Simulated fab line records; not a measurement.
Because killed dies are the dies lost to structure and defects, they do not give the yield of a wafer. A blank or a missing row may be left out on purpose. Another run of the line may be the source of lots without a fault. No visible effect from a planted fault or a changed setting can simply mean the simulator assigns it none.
Matching of chambers | flow gf180mcu | cmp-02 running GF_V4_CMP_26: 4 sister chambers
The step polishes, stops on SiO2, t overpolish 15 s, target thk 0 nm. 4 wafers are shown with their chamber, then 8 later ones without.

WAFERS WITH THEIR CHAMBER
wafer  | chamber | motor current A (A)
L632.1 | 2       | 12.7
L632.3 | 0       | 11.4
L632.4 | 1       | 12.1
L634.1 | 3       | 8.9

WAFERS MISSING THEIR CHAMBER
wafer  | motor current A (A)
L634.2 | 12.1
L634.6 | 12.6
L639.1 | 8.1
L639.5 | 8.3
L639.6 | 10.9
L647.1 | 10.6
L647.5 | 11.8
L647.6 | 10.9

WHICH CHAMBER EACH WENT THROUGH
wafer  | from the rows above          | in truth
L634.2 | can't be placed: 1 or 2 or 0 | 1
L634.6 | can't be placed: 2 or 1      | 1
L639.1 | 3                            | 3
L639.5 | 3                            | 3
L639.6 | can't be placed: 0 or 1      | 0
L647.1 | can't be placed: 0 or 1 or 3 | 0
L647.5 | can't be placed: 1 or 0 or 2 | 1
L647.6 | can't be placed: 0 or 1      | 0
Placed correctly: 2 of 8. Unplaceable from these rows: 6, with the true chamber sitting among the candidates in 6. 0 placed wrongly.
How it was worked out, from the rows above alone: a wafer's distance from a chamber is the root of the sum, over the readings, of the square of ((its reading less the chamber's mean) divided by the reading's scatter). If the next closest chamber is less than 2 further off than the closest, the wafer can't be placed; otherwise it belongs to the closest. Each chamber's mean is taken over the wafers shown for it. The scatter: root of mean squared gap, hidden wafer to nearest shown wafer, with one shown wafer a chamber.
